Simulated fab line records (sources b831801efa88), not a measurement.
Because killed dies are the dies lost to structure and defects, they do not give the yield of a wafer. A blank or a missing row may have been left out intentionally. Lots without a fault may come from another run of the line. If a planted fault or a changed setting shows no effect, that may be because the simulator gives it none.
Chamber matching | flow sky130 | SKY_POLY_CUT_ETCH_10 on rieDiel-02 has 4 sister chambers
The step etches BARC in N2/H2, stops on SiO2, time 45.9 s, target depth 60 nm. 8 wafers are shown with their chamber, then 7 later ones without.

## EACH WAFER AND ITS CHAMBER
wafer  | chamber | throttleValvePct (%) | oesProductAu (a.u.)
L508.3 | 3       | 13.222               | 0.862
L511.5 | 0       | 13.229               | 0.857
L511.6 | 1       | 13.235               | 0.854
L512.2 | 2       | 13.238               | 0.856
L512.4 | 1       | 13.228               | 0.856
L512.6 | 0       | 13.236               | 0.865
L526.1 | 2       | 13.213               | 0.851
L526.4 | 3       | 13.217               | 0.853

## WAFERS MISSING THEIR CHAMBER
wafer  | throttleValvePct (%) | oesProductAu (a.u.)
L526.6 | 13.225               | 0.851
L528.1 | 13.229               | 0.849
L528.3 | 13.229               | 0.857
L528.6 | 13.218               | 0.856
L530.2 | 13.215               | 0.852
L530.3 | 13.223               | 0.852
L530.5 | 13.221               | 0.861

## THE CHAMBER EACH PASSED THROUGH
wafer  | from the rows above               | in truth
L526.6 | can't be placed: 2 or 1 or 3 or 0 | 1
L528.1 | can't be placed: 2 or 1 or 3 or 0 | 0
L528.3 | can't be placed: 1 or 2 or 0 or 3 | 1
L528.6 | can't be placed: 3 or 2 or 1 or 0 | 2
L530.2 | can't be placed: 2 or 3 or 1 or 0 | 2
L530.3 | can't be placed: 2 or 1 or 3 or 0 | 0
L530.5 | can't be placed: 3 or 0 or 2 or 1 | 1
0 of 7 placed correctly. Cannot be placed on the basis of these rows: 7; the candidates contain the true chamber in 7. Placed wrongly: 0.
How it was worked out, from the rows above alone: a wafer's distance from a chamber is the root of the sum, over the readings, of the square of ((its reading less the chamber's mean) divided by the reading's scatter). The wafer belongs to the nearest chamber; if the next one is less than 2 further off, it can't be placed. Each chamber's mean is taken over the wafers shown for it. The scatter is the square root of a quotient: the sum, over the shown wafers, of each reading's squared deviation from its chamber's mean, divided by wafers minus chambers.
